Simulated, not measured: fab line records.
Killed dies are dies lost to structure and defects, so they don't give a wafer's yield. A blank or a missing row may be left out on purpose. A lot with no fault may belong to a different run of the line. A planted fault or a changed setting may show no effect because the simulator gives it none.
fab line records ; flow gf180mcu
record: lots: 24; wafers: 72; lastDay: 34
route steps=602 shown V1@358 V3@433 V4@502 V5@541 TOP_METAL@570
lots that met no fault: taken from a fault-free run of the same line
startH: hours from the record's opening day to when the first of the lot's shown wafers began ; waitH: hours since the lot's step before ; " the same as in the row above ; L1.1+2: a single row standing in for several wafers ; - value missing, or start not given ; * or withheld: withheld ; < > ~ a bound
route shown NAME@n: a module of which the file shows steps, and the number in the route of the first ; usual: mean/standard deviation of fault-free wafers ; same: alike in all rows ; chamber/n: place in a boat ; sites: per-site readings ; _std_site: standard deviation across them ; _edge_site: mean of outer sites minus mean of inner sites ; radiusMm: for every site, how far away it sits from the centre of the wafer ; mask NAME#n: copy n ; behind: the tool/chamber that last shaped the wafer ; hold: why the lot was held/for how many hours/how that ended ; device: the transistor (n, p or np) that didn't switch ; end of line: tests run on the same wafers once the route is complete ; a step without rows: its recipe alone ; killed: dies that structure and defects cost at the first sort, which is not the same as the wafer's yield ; map: dies across one wafer; x = killed, . = not, _ = none there
set.NAME: setting as actually run; set.NAME@STEP: the setting as run at that earlier step ; model.NAME: the simulator's own value behind a step, which no gauge read
a sample of lots followed through the steps of the route, with each step as a table and each wafer as a row
services: when a tool's chamber went out of use (startH, in hours from the record's first day, below 0 if earlier), for how many hours, and the reason
== steps ==
step: GF_V1_CVD_23
recipe: material: W; targetThkNm: 350; timeS: 105.05; tempC: 400; pressureTorr: 40
usual: heaterPowerW: 842/73
lot.wafer;tool;chamber;startH;waitH;heaterPowerW
L074.2;cvdW-02;0;420.82;0.0;836
L074.3;cvdW-02;1;420.82;0.0;968
L074.5;cvdW-02;0;420.82;0.0;820
L075.1;cvdW-02;0;431.99;0.0;828
L075.2;cvdW-02;1;431.99;0.0;971
L075.3;cvdW-02;1;431.99;0.0;981
L076.1;cvdW-02;0;435.45;0.0;836
L076.3;cvdW-02;1;435.45;0.0;999
L076.6;cvdW-02;0;435.45;0.0;808
L077.2;cvdW-01;1;448.09;0.0;763
L077.5;cvdW-01;1;448.09;0.0;779
L077.6;cvdW-01;0;448.09;0.0;858
L078.2;cvdW-02;0;453.68;0.0;833
L078.3;cvdW-02;0;453.68;0.0;832
L078.6;cvdW-02;0;453.68;0.0;819
L079.3;cvdW-02;0;463.93;0.1;823
L079.5;cvdW-02;0;463.93;0.1;829
L079.6;cvdW-02;1;463.93;0.1;981
L080.3;cvdW-02;0;470.87;0.1;823
L080.4;cvdW-02;1;470.87;0.1;989
L080.6;cvdW-02;1;470.87;0.1;963
L081.3;cvdW-01;0;476.50;0.1;842
L081.4;cvdW-01;1;476.50;0.1;768
L081.6;cvdW-01;0;476.50;0.1;845
L082.3;cvdW-01;0;491.43;0.1;844
L082.4;cvdW-01;1;491.43;0.1;773
L082.6;cvdW-01;0;491.43;0.1;822
L083.1;cvdW-01;1;498.69;0.0;776
L083.2;cvdW-01;0;498.69;0.0;816
L083.3;cvdW-01;1;498.69;0.0;779
L084.1;cvdW-01;1;503.74;0.0;771
L084.3;cvdW-01;1;503.74;0.0;789
L084.4;cvdW-01;0;503.74;0.0;818
L085.1;cvdW-01;1;515.94;0.0;798
L085.5;cvdW-01;0;515.94;0.0;816
L085.6;cvdW-01;1;515.94;0.0;790
L086.1;cvdW-01;1;519.92;0.0;785
L086.3;cvdW-01;1;519.92;0.0;771
L086.5;cvdW-01;0;519.92;0.0;830
L087.2;cvdW-01;1;531.35;0.0;770
L087.4;cvdW-01;1;531.35;0.0;764
L087.5;cvdW-01;1;531.35;0.0;771
L088.3;cvdW-01;0;539.37;0.1;825
L088.4;cvdW-01;1;539.37;0.1;752
L088.6;cvdW-01;1;539.37;0.1;793
L089.2;cvdW-02;0;543.40;0.0;828
L089.4;cvdW-02;1;543.40;0.0;1011
L089.5;cvdW-02;0;543.40;0.0;831
L090.1;cvdW-01;1;552.11;0.0;769
L090.3;cvdW-01;1;552.11;0.0;789
L090.4;cvdW-01;0;552.11;0.0;821
L091.1;cvdW-01;0;561.83;0.0;848
L091.4;cvdW-01;0;561.83;0.0;836
L091.5;cvdW-01;0;561.83;0.0;829
L092.4;cvdW-02;0;566.96;0.1;825
L092.5;cvdW-02;1;566.96;0.1;959
L092.6;cvdW-02;0;566.96;0.1;813
L093.2;cvdW-01;0;578.54;0.0;857
L093.3;cvdW-01;0;578.54;0.0;831
L093.6;cvdW-01;0;578.54;0.0;847
L094.4;cvdW-01;0;582.98;0.1;844
L094.5;cvdW-01;0;582.98;0.1;841
L094.6;cvdW-01;1;582.98;0.1;778
L095.1;cvdW-02;0;589.15;0.0;833
L095.3;cvdW-02;1;589.15;0.0;984
L095.6;cvdW-02;1;589.15;0.0;1009
L096.1;cvdW-01;0;596.42;0.0;813
L096.3;cvdW-01;1;596.42;0.0;761
L096.4;cvdW-01;0;596.42;0.0;844
L097.1;cvdW-01;0;605.19;0.0;851
L097.2;cvdW-01;1;605.19;0.0;770
L097.5;cvdW-01;1;605.19;0.0;770
step: GF_V3_CMP_04
recipe: material: SiO2; downForcePsi: 4; platenRpm: 60; padVelocityMS: 0.94248
usual: motorCurrentA: 12.0/0.8; timeToEndpointS: 81/5.3
lot.wafer;tool;chamber;startH;waitH;motorCurrentA;timeToEndpointS
L074.3;cmp-02;2;498.22;0.1;11.8;81
L074.2;cmp-02;3;498.22;0.1;11.3;84
L074.5;cmp-02;1;498.22;0.1;12.5;81
L075.3;cmp-02;2;510.00;0.3;12.0;83
L075.2;cmp-02;3;510.00;0.3;11.9;78
L075.1;cmp-02;0;510.00;0.3;11.5;81
L076.1;cmp-02;0;514.68;1.2;11.5;75
L076.3;cmp-02;1;514.68;1.2;12.6;70
L076.6;cmp-02;0;514.68;1.2;11.3;77
L077.2;cmp-02;0;524.59;0.2;11.6;82
L077.6;cmp-02;1;524.59;0.2;12.5;83
L077.5;cmp-02;2;524.59;0.2;12.0;94
L078.3;cmp-01;3;530.01;0.0;12.4;81
L078.2;cmp-01;0;530.01;0.0;11.2;71
L078.6;cmp-01;3;530.01;0.0;12.7;82
L079.3;cmp-02;0;540.88;0.2;11.9;77
L079.6;cmp-02;1;540.88;0.2;13.5;80
L079.5;cmp-02;2;540.88;0.2;11.7;87
L080.4;cmp-01;1;546.52;0.1;12.2;91
L080.3;cmp-01;2;546.52;0.1;13.3;81
L080.6;cmp-01;0;546.52;0.1;10.5;86
L081.4;cmp-02;3;550.88;0.0;11.5;78
L081.3;cmp-02;0;550.88;0.0;11.7;80
L081.6;cmp-02;0;550.88;0.0;11.2;79
L082.3;cmp-01;3;565.89;0.0;12.6;83
L082.4;cmp-01;0;565.89;0.0;10.5;84
L082.6;cmp-01;0;565.89;0.0;11.1;81
L083.2;cmp-02;2;572.21;0.1;11.8;77
L083.1;cmp-02;3;572.21;0.1;11.2;78
L083.3;cmp-02;0;572.21;0.1;11.5;79
L084.1;cmp-02;1;576.36;0.1;13.0;80
L084.3;cmp-02;2;576.36;0.1;11.4;90
L084.4;cmp-02;3;576.36;0.1;11.9;85
L085.1;cmp-02;3;587.77;0.1;11.2;75
L085.6;cmp-02;1;587.77;0.1;13.3;80
L085.5;cmp-02;2;587.77;0.1;12.2;82
L086.1;cmp-01;2;591.96;0.1;13.4;82
L086.3;cmp-01;3;591.96;0.1;12.3;82
L086.5;cmp-01;2;591.96;0.1;13.8;82
L087.2;cmp-01;1;603.19;0.0;12.2;71
L087.4;cmp-01;2;603.19;0.0;13.2;80
L087.5;cmp-01;2;603.19;0.0;13.7;79
L088.4;cmp-01;1;610.36;0.1;11.7;83
L088.3;cmp-01;3;610.36;0.1;12.7;84
L088.6;cmp-01;0;610.36;0.1;10.4;84
L089.2;cmp-02;3;613.82;0.1;11.7;69
L089.4;cmp-02;0;613.82;0.1;11.8;85
L089.5;cmp-02;2;613.82;0.1;12.1;84
L090.3;cmp-01;1;620.97;0.1;12.1;74
L090.4;cmp-01;2;620.97;0.1;12.7;80
L090.1;cmp-01;3;620.97;0.1;12.2;81
L091.1;cmp-02;1;629.99;0.1;12.5;77
L091.4;cmp-02;2;629.99;0.1;12.1;88
L091.5;cmp-02;0;629.99;0.1;11.2;79
L092.4;cmp-02;1;634.76;0.0;12.9;74
L092.5;cmp-02;1;634.76;0.0;12.6;86
L092.6;cmp-02;2;634.76;0.0;12.2;86
L093.3;cmp-01;1;646.44;0.1;11.9;73
L093.2;cmp-01;2;646.44;0.1;13.5;73
L093.6;cmp-01;0;646.44;0.1;10.8;82
L094.4;cmp-02;1;650.19;0.1;12.2;84
L094.6;cmp-02;3;650.19;0.1;11.4;84
L094.5;cmp-02;0;650.19;0.1;11.3;83
L095.3;cmp-01;3;656.38;0.1;13.3;74
L095.1;cmp-01;1;656.38;0.1;11.5;61
L095.6;cmp-01;3;656.38;0.1;12.8;80
L096.4;cmp-02;0;662.98;0.0;11.8;81
L096.3;cmp-02;2;662.98;0.0;11.7;80
L096.1;cmp-02;3;662.98;0.0;11.3;76
L097.2;cmp-01;0;670.23;0.0;10.9;80
L097.1;cmp-01;3;670.23;0.0;13.6;78
L097.5;cmp-01;1;670.23;0.0;12.3;85
step: GF_V3_CVD_23
recipe: material: W; targetThkNm: 350; timeS: 104.9; tempC: 400; pressureTorr: 40
usual: heaterPowerW: 856/79
lot.wafer;tool;chamber;startH;waitH;heaterPowerW
L074.2;cvdW-01;0;522.94;0.0;845
L074.3;cvdW-01;1;522.94;0.0;768
L074.5;cvdW-01;1;522.94;0.0;787
L075.1;cvdW-02;0;534.55;0.0;802
L075.2;cvdW-02;1;534.55;0.0;998
L075.3;cvdW-02;0;534.55;0.0;846
L076.1;cvdW-02;1;539.03;0.0;993
L076.3;cvdW-02;1;539.03;0.0;993
L076.6;cvdW-02;0;539.03;0.0;830
L077.2;cvdW-02;1;548.88;0.0;977
L077.5;cvdW-02;1;548.88;0.0;991
L077.6;cvdW-02;0;548.88;0.0;827
L078.2;cvdW-01;1;554.48;0.0;755
L078.3;cvdW-01;1;554.48;0.0;761
L078.6;cvdW-01;0;554.48;0.0;838
L079.3;cvdW-01;0;564.46;0.1;826
L079.5;cvdW-01;0;564.46;0.1;837
L079.6;cvdW-01;1;564.46;0.1;759
L080.3;cvdW-01;0;570.05;0.1;847
L080.4;cvdW-01;1;570.05;0.1;803
L080.6;cvdW-01;0;570.05;0.1;830
L081.3;cvdW-01;0;573.94;0.1;825
L081.4;cvdW-01;1;573.94;0.1;802
L081.6;cvdW-01;1;573.94;0.1;772
L082.3;cvdW-02;1;588.86;0.1;1004
L082.4;cvdW-02;0;588.86;0.1;828
L082.6;cvdW-02;0;588.86;0.1;825
L083.1;cvdW-01;1;594.35;0.0;777
L083.2;cvdW-01;0;594.35;0.0;847
L083.3;cvdW-01;1;594.35;0.0;773
L084.1;cvdW-01;0;598.74;0.0;847
L084.3;cvdW-01;0;598.74;0.0;834
L084.4;cvdW-01;1;598.74;0.0;775
L085.1;cvdW-02;1;610.25;0.0;1024
L085.5;cvdW-02;0;610.25;0.0;828
L085.6;cvdW-02;1;610.25;0.0;1001
L086.1;cvdW-02;0;614.12;0.0;837
L086.3;cvdW-02;1;614.12;0.0;972
L086.5;cvdW-02;0;614.12;0.0;858
L087.2;cvdW-01;0;625.52;0.0;831
L087.4;cvdW-01;0;625.52;0.0;838
L087.5;cvdW-01;0;625.52;0.0;849
L088.3;cvdW-02;1;632.04;0.1;1009
L088.4;cvdW-02;0;632.04;0.1;844
L088.6;cvdW-02;1;632.04;0.1;980
L089.2;cvdW-02;1;635.05;0.0;988
L089.4;cvdW-02;1;635.05;0.0;985
L089.5;cvdW-02;0;635.05;0.0;825
L090.1;cvdW-01;1;642.78;0.0;777
L090.3;cvdW-01;1;642.78;0.0;794
L090.4;cvdW-01;0;642.78;0.0;856
L091.1;cvdW-01;0;651.70;0.0;842
L091.4;cvdW-01;0;651.70;0.0;837
L091.5;cvdW-01;1;651.70;0.0;797
L092.4;cvdW-01;0;655.54;0.1;836
L092.5;cvdW-01;0;655.54;0.1;838
L092.6;cvdW-01;1;655.54;0.1;798
L093.2;cvdW-01;1;667.21;0.0;775
L093.3;cvdW-01;0;667.21;0.0;841
L093.6;cvdW-01;1;667.21;0.0;762
L094.4;cvdW-02;0;671.08;0.1;822
L094.5;cvdW-02;1;671.08;0.1;992
L094.6;cvdW-02;0;671.08;0.1;842
L095.1;cvdW-02;0;676.67;0.0;844
L095.3;cvdW-02;0;676.67;0.0;822
L095.6;cvdW-02;1;676.67;0.0;1009
L096.1;cvdW-01;1;683.70;0.0;790
L096.3;cvdW-01;0;683.70;0.0;840
L096.4;cvdW-01;1;683.70;0.0;772
L097.1;cvdW-02;0;690.72;0.0;821
L097.2;cvdW-02;1;690.72;0.0;983
L097.5;cvdW-02;0;690.72;0.0;831
step: GF_V4_CMP_26
recipe: stopOn: SiO2; downForcePsi: 3.5; platenRpm: 60; tOverpolishS: 15; targetThkNm: 0; padVelocityMS: 0.94248
usual: motorCurrentA: 11.1/0.8; overpolishRunS: 15.002/0.01; timeToEndpointS: 87/4.1
lot.wafer;tool;chamber;startH;waitH;motorCurrentA;overpolishRunS;timeToEndpointS
L074.3;cmp-01;3;571.64;0.1;11.6;15.007;90
L074.2;cmp-01;0;571.64;0.1;9.8;15.018;83
L074.5;cmp-01;3;571.64;0.1;11.9;14.999;89
L075.2;cmp-01;1;582.34;0.1;10.6;15.003;85
L075.3;cmp-01;2;582.34;0.1;13.3;15.000;89
L075.1;cmp-01;3;582.34;0.1;11.5;15.007;88
L076.3;cmp-02;0;586.53;0.1;10.8;14.986;87
L076.1;cmp-02;1;586.53;0.1;11.8;14.999;86
L076.6;cmp-02;0;586.53;0.1;10.2;14.989;88
L077.2;cmp-01;1;595.78;0.1;10.6;15.014;86
L077.5;cmp-01;0;595.78;0.1;9.7;15.004;82
L077.6;cmp-01;1;595.78;0.1;11.0;14.985;85
L078.2;cmp-02;2;600.89;0.0;11.2;14.989;92
L078.3;cmp-02;3;600.89;0.0;10.0;14.994;81
L078.6;cmp-02;2;600.89;0.0;11.0;14.994;91
L079.3;cmp-02;2;609.80;0.0;10.6;15.000;92
L079.5;cmp-02;2;609.80;0.0;11.7;14.995;97
L079.6;cmp-02;3;609.80;0.0;11.0;14.999;87
L080.3;cmp-02;3;616.33;0.0;10.5;15.000;82
L080.4;cmp-02;1;616.33;0.0;11.8;15.020;84
L080.6;cmp-02;3;616.33;0.0;11.0;14.996;88
L081.4;cmp-02;2;620.22;0.1;10.6;14.993;92
L081.3;cmp-02;3;620.22;0.1;9.9;15.005;83
L081.6;cmp-02;0;620.22;0.1;10.7;15.007;85
L082.4;cmp-01;3;633.68;0.1;11.8;15.007;91
L082.3;cmp-01;0;633.68;0.1;9.9;15.003;85
L082.6;cmp-01;2;633.68;0.1;11.7;15.014;85
L083.1;cmp-02;1;639.38;0.1;11.8;15.002;95
L083.3;cmp-02;2;639.38;0.1;11.1;14.993;98
L083.2;cmp-02;0;639.38;0.1;10.3;15.020;92
L084.3;cmp-01;2;643.63;0.0;12.8;15.015;85
L084.4;cmp-01;3;643.63;0.0;11.8;15.014;92
L084.1;cmp-01;0;643.63;0.0;10.0;15.000;86
L085.1;cmp-01;1;654.28;0.1;10.8;15.001;82
L085.6;cmp-01;0;654.28;0.1;9.5;15.012;83
L085.5;cmp-01;1;654.28;0.1;10.3;14.981;82
L086.1;cmp-02;0;658.32;0.1;10.6;15.003;87
L086.3;cmp-02;3;658.32;0.1;10.0;14.998;84
L086.5;cmp-02;0;658.32;0.1;11.0;14.995;87
L087.4;cmp-01;3;669.03;0.1;11.5;14.973;89
L087.2;cmp-01;1;669.03;0.1;11.1;15.003;84
L087.5;cmp-01;3;669.03;0.1;11.4;14.998;88
L088.4;cmp-02;0;675.18;0.1;10.2;15.008;87
L088.3;cmp-02;1;675.18;0.1;11.5;15.009;89
L088.6;cmp-02;3;675.18;0.1;11.0;15.021;85
L089.2;cmp-01;2;678.04;0.1;12.3;15.004;88
L089.4;cmp-01;0;678.04;0.1;9.6;15.011;85
L089.5;cmp-01;1;678.04;0.1;11.0;15.021;87
L090.1;cmp-01;3;684.85;0.1;11.7;14.997;88
L090.3;cmp-01;1;684.85;0.1;10.5;14.989;81
L090.4;cmp-01;2;684.85;0.1;12.3;15.011;85
L091.4;cmp-02;3;693.47;0.1;11.0;15.006;85
L091.1;cmp-02;0;693.47;0.1;10.0;15.018;90
L091.5;cmp-02;2;693.47;0.1;11.7;14.991;98
L092.4;cmp-01;0;697.18;0.2;9.3;15.009;82
L092.5;cmp-01;1;697.18;0.2;10.8;15.011;83
L092.6;cmp-01;2;697.18;0.2;11.7;14.995;83
L093.3;cmp-02;1;708.34;0.0;11.4;14.990;85
L093.2;cmp-02;3;708.34;0.0;10.4;15.012;82
L093.6;cmp-02;2;708.34;0.0;11.5;15.011;95
L094.4;cmp-01;1;712.08;0.1;10.5;14.997;81
L094.6;cmp-01;3;712.08;0.1;11.5;14.997;89
L094.5;cmp-01;0;712.08;0.1;9.6;15.001;82
L095.3;cmp-02;3;717.14;0.1;10.6;14.994;81
L095.1;cmp-02;1;717.14;0.1;11.4;14.997;78
L095.6;cmp-02;2;717.14;0.1;10.6;15.002;89
L096.4;cmp-02;0;723.59;0.0;10.0;14.985;87
L096.3;cmp-02;1;723.59;0.0;11.0;14.995;82
L096.1;cmp-02;2;723.59;0.0;10.6;15.006;90
L097.2;cmp-02;2;730.62;0.1;11.2;15.010;93
L097.1;cmp-02;0;730.62;0.1;10.4;14.978;86
L097.5;cmp-02;1;730.62;0.1;11.8;15.013;84
step: GF_V5_THK_MEAS_01
recipe: reads: SiO2_of_V5_CVD_00
usual: V5_CVD_00_THK: 299/3.2
lot.wafer;tool;chamber;startH;waitH;V5_CVD_00_THK[nm]
L074.2;filmMetro-04;-;616.36;0.0;292
L074.3;filmMetro-04;-;616.36;0.0;297
L074.5;filmMetro-04;-;616.36;0.0;295
L075.1;filmMetro-02;-;626.15;0.0;300
L075.2;filmMetro-02;-;626.15;0.0;300
L075.3;filmMetro-02;-;626.15;0.0;297
L076.1;filmMetro-02;-;629.70;0.0;300
L076.3;filmMetro-02;-;629.70;0.0;295
L076.6;filmMetro-02;-;629.70;0.0;296
L077.2;filmMetro-03;-;638.36;0.0;299
L077.5;filmMetro-03;-;638.36;0.0;296
L077.6;filmMetro-03;-;638.36;0.0;302
L078.2;filmMetro-02;-;643.50;0.0;299
L078.3;filmMetro-02;-;643.50;0.0;298
L078.6;filmMetro-02;-;643.50;0.0;300
L079.3;filmMetro-03;-;652.36;0.0;302
L079.5;filmMetro-03;-;652.36;0.0;305
L079.6;filmMetro-03;-;652.36;0.0;303
L080.3;filmMetro-02;-;658.09;0.0;300
L080.4;filmMetro-02;-;658.09;0.0;298
L080.6;filmMetro-02;-;658.09;0.0;299
L081.3;filmMetro-04;-;662.86;0.0;295
L081.4;filmMetro-04;-;662.86;0.0;297
L081.6;filmMetro-04;-;662.86;0.0;297
L082.3;filmMetro-03;-;674.05;0.0;300
L082.4;filmMetro-03;-;674.05;0.0;298
L082.6;filmMetro-03;-;674.05;0.0;299
L083.1;filmMetro-04;-;679.88;0.0;307
L083.2;filmMetro-04;-;679.88;0.0;304
L083.3;filmMetro-04;-;679.88;0.0;301
L084.1;filmMetro-02;-;684.95;0.0;302
L084.3;filmMetro-02;-;684.95;0.0;300
L084.4;filmMetro-02;-;684.95;0.0;301
L085.1;filmMetro-04;-;694.44;0.0;294
L085.5;filmMetro-04;-;694.44;0.0;299
L085.6;filmMetro-04;-;694.44;0.0;299
L086.1;filmMetro-02;-;698.45;0.0;305
L086.3;filmMetro-02;-;698.45;0.0;302
L086.5;filmMetro-02;-;698.45;0.0;303
L087.2;filmMetro-04;-;709.23;0.0;303
L087.4;filmMetro-04;-;709.23;0.0;304
L087.5;filmMetro-04;-;709.23;0.0;300
L088.3;filmMetro-02;-;715.11;0.0;303
L088.4;filmMetro-02;-;715.11;0.0;301
L088.6;filmMetro-02;-;715.11;0.0;297
L089.2;filmMetro-02;-;717.38;0.0;304
L089.4;filmMetro-02;-;717.38;0.0;299
L089.5;filmMetro-02;-;717.38;0.0;305
L090.1;filmMetro-03;-;723.59;0.0;297
L090.3;filmMetro-03;-;723.59;0.0;302
L090.4;filmMetro-03;-;723.59;0.0;295
L091.1;filmMetro-03;-;731.75;0.0;294
L091.4;filmMetro-03;-;731.75;0.0;299
L091.5;filmMetro-03;-;731.75;0.0;301
L092.4;filmMetro-04;-;734.25;0.0;304
L092.5;filmMetro-04;-;734.25;0.0;301
L092.6;filmMetro-04;-;734.25;0.0;300
L093.2;filmMetro-03;-;745.80;0.0;303
L093.3;filmMetro-03;-;745.80;0.0;299
L093.6;filmMetro-03;-;745.80;0.0;300
L094.4;filmMetro-02;-;747.57;0.0;305
L094.5;filmMetro-02;-;747.57;0.0;306
L094.6;filmMetro-02;-;747.57;0.0;306
L095.1;filmMetro-03;-;752.94;0.0;296
L095.3;filmMetro-03;-;752.94;0.0;300
L095.6;filmMetro-03;-;752.94;0.0;298
L096.1;filmMetro-02;-;759.09;0.0;295
L096.3;filmMetro-02;-;759.09;0.0;302
L096.4;filmMetro-02;-;759.09;0.0;301
L097.1;filmMetro-03;-;765.14;0.0;301
L097.2;filmMetro-03;-;765.14;0.0;300
L097.5;filmMetro-03;-;765.14;0.0;298
step: GF_TOP_METAL_SPUTTER_03
recipe: material: Ti; targetThkNm: 5; substrateTempC: 300; chamberPressurePa: 0.3; powerW: 3000; timeS: 3.3
usual: cathodeDcPowerW: 3000.0/0.55; throttleValvePct: 30.0/0.55
lot.wafer;tool;chamber;startH;waitH;cathodeDcPowerW;throttleValvePct
L074.2;pvdSputter-04;-;638.84;0.0;3000.0;29.8
L074.3;pvdSputter-04;-;638.84;0.0;2999.0;31.0
L074.5;pvdSputter-04;-;638.84;0.0;3000.3;29.5
L075.1;pvdSputter-04;-;648.72;0.0;2999.5;30.8
L075.2;pvdSputter-04;-;648.72;0.0;2999.5;30.0
L075.3;pvdSputter-04;-;648.72;0.0;2999.8;29.7
L076.1;pvdSputter-04;-;652.07;0.0;3000.3;29.6
L076.3;pvdSputter-04;-;652.07;0.0;3000.0;30.2
L076.6;pvdSputter-04;-;652.07;0.0;3000.1;30.3
L077.2;pvdSputter-01;-;660.68;0.0;3000.3;29.6
L077.5;pvdSputter-01;-;660.68;0.0;2999.8;29.6
L077.6;pvdSputter-01;-;660.68;0.0;3000.1;30.0
L078.2;pvdSputter-02;-;665.38;0.0;3000.0;28.9
L078.3;pvdSputter-02;-;665.38;0.0;3000.3;30.3
L078.6;pvdSputter-02;-;665.38;0.0;3000.7;29.4
L079.3;pvdSputter-04;-;673.88;0.0;2999.9;30.0
L079.5;pvdSputter-04;-;673.88;0.0;3000.4;31.0
L079.6;pvdSputter-04;-;673.88;0.0;2999.8;30.0
L080.3;pvdSputter-02;-;679.31;0.0;3000.7;30.0
L080.4;pvdSputter-02;-;679.31;0.0;3000.0;30.6
L080.6;pvdSputter-02;-;679.31;0.0;3000.6;29.5
L081.3;pvdSputter-04;-;684.37;0.0;3000.8;30.2
L081.4;pvdSputter-04;-;684.37;0.0;2999.9;29.7
L081.6;pvdSputter-04;-;684.37;0.0;2999.3;31.0
L082.3;pvdSputter-02;-;695.02;0.0;3001.3;30.8
L082.4;pvdSputter-02;-;695.02;0.0;3000.2;29.6
L082.6;pvdSputter-02;-;695.02;0.0;2999.9;29.9
L083.1;pvdSputter-01;-;701.24;0.0;3000.7;29.9
L083.2;pvdSputter-01;-;701.24;0.0;3000.6;30.0
L083.3;pvdSputter-01;-;701.24;0.0;2999.7;29.6
L084.1;pvdSputter-04;-;706.60;0.0;2999.4;29.6
L084.3;pvdSputter-04;-;706.60;0.0;2999.2;29.7
L084.4;pvdSputter-04;-;706.60;0.0;3000.3;31.0
L085.1;pvdSputter-04;-;715.56;0.0;2999.3;29.9
L085.5;pvdSputter-04;-;715.56;0.0;3000.3;29.7
L085.6;pvdSputter-04;-;715.56;0.0;2999.8;30.0
L086.1;pvdSputter-01;-;718.70;0.0;3000.1;29.4
L086.3;pvdSputter-01;-;718.70;0.0;3000.5;29.7
L086.5;pvdSputter-01;-;718.70;0.0;3000.3;29.6
L087.2;pvdSputter-01;-;729.96;0.0;3000.2;30.1
L087.4;pvdSputter-01;-;729.96;0.0;2999.6;30.2
L087.5;pvdSputter-01;-;729.96;0.0;3000.5;29.7
L088.3;pvdSputter-02;-;734.83;0.0;3000.4;29.2
L088.4;pvdSputter-02;-;734.83;0.0;3000.1;29.3
L088.6;pvdSputter-02;-;734.83;0.0;2999.3;29.8
L089.2;pvdSputter-04;-;737.26;0.0;3000.2;29.5
L089.4;pvdSputter-04;-;737.26;0.0;3001.0;29.9
L089.5;pvdSputter-04;-;737.26;0.0;3000.0;31.3
L090.1;pvdSputter-01;-;743.43;0.0;2999.0;29.5
L090.3;pvdSputter-01;-;743.43;0.0;2999.7;30.0
L090.4;pvdSputter-01;-;743.43;0.0;2999.4;29.6
L091.1;pvdSputter-04;-;751.52;0.0;3001.4;29.6
L091.4;pvdSputter-04;-;751.52;0.0;3000.0;30.3
L091.5;pvdSputter-04;-;751.52;0.0;3000.1;31.2
L092.4;pvdSputter-01;-;753.04;0.0;2999.7;29.8
L092.5;pvdSputter-01;-;753.04;0.0;3000.4;30.1
L092.6;pvdSputter-01;-;753.04;0.0;2999.3;30.2
L093.2;pvdSputter-02;-;764.96;0.0;3000.4;29.7
L093.3;pvdSputter-02;-;764.96;0.0;2999.3;30.1
L093.6;pvdSputter-02;-;764.96;0.0;3000.8;29.7
L094.4;pvdSputter-01;-;766.75;0.0;2999.8;30.0
L094.5;pvdSputter-01;-;766.75;0.0;2999.8;29.5
L094.6;pvdSputter-01;-;766.75;0.0;2998.9;29.4
L095.1;pvdSputter-04;-;772.26;0.0;3000.8;30.1
L095.3;pvdSputter-04;-;772.26;0.0;2999.3;29.8
L095.6;pvdSputter-04;-;772.26;0.0;2999.4;29.7
L096.1;pvdSputter-01;-;777.36;0.0;3000.0;30.0
L096.3;pvdSputter-01;-;777.36;0.0;3000.0;29.3
L096.4;pvdSputter-01;-;777.36;0.0;3001.0;29.5
L097.1;pvdSputter-02;-;782.98;0.0;2999.5;29.2
L097.2;pvdSputter-02;-;782.98;0.0;2999.6;30.8
L097.5;pvdSputter-02;-;782.98;0.0;3000.4;30.7
== services ==
tool;chamber;startH;hours;kind
pvdSputter-04;-;403.89;3.6;repair
cmp-02;-;404.00;4.0;pm
pvdSputter-04;-;412.99;4.1;repair
cvdW-01;0;436.82;11.1;repair
cmp-01;-;438.18;3.4;pm
cvdW-01;-;449.31;0.8;repair
cmp-01;-;458.61;1.6;repair
cmp-02;-;460.99;3.2;repair
cmp-01;-;467.61;1.4;repair
cmp-01;-;474.59;0.4;repair
pvdSputter-01;-;493.40;5.9;repair
cmp-01;-;501.15;16.3;pm
cmp-01;-;517.41;4.2;pm
pvdSputter-01;-;524.12;5.0;repair
cmp-01;-;525.32;0.4;repair
cmp-01;-;542.90;0.3;repair
cmp-01;-;572.28;4.0;pm
pvdSputter-04;-;572.64;8.5;repair
cvdW-01;-;588.25;2.8;pm
cmp-02;-;611.90;1.1;repair
cvdW-02;0;643.16;13.6;repair
cvdW-01;-;698.38;0.3;repair
cmp-02;-;744.00;4.0;pm
cmp-02;-;774.26;1.4;repair
== key ==
fault none
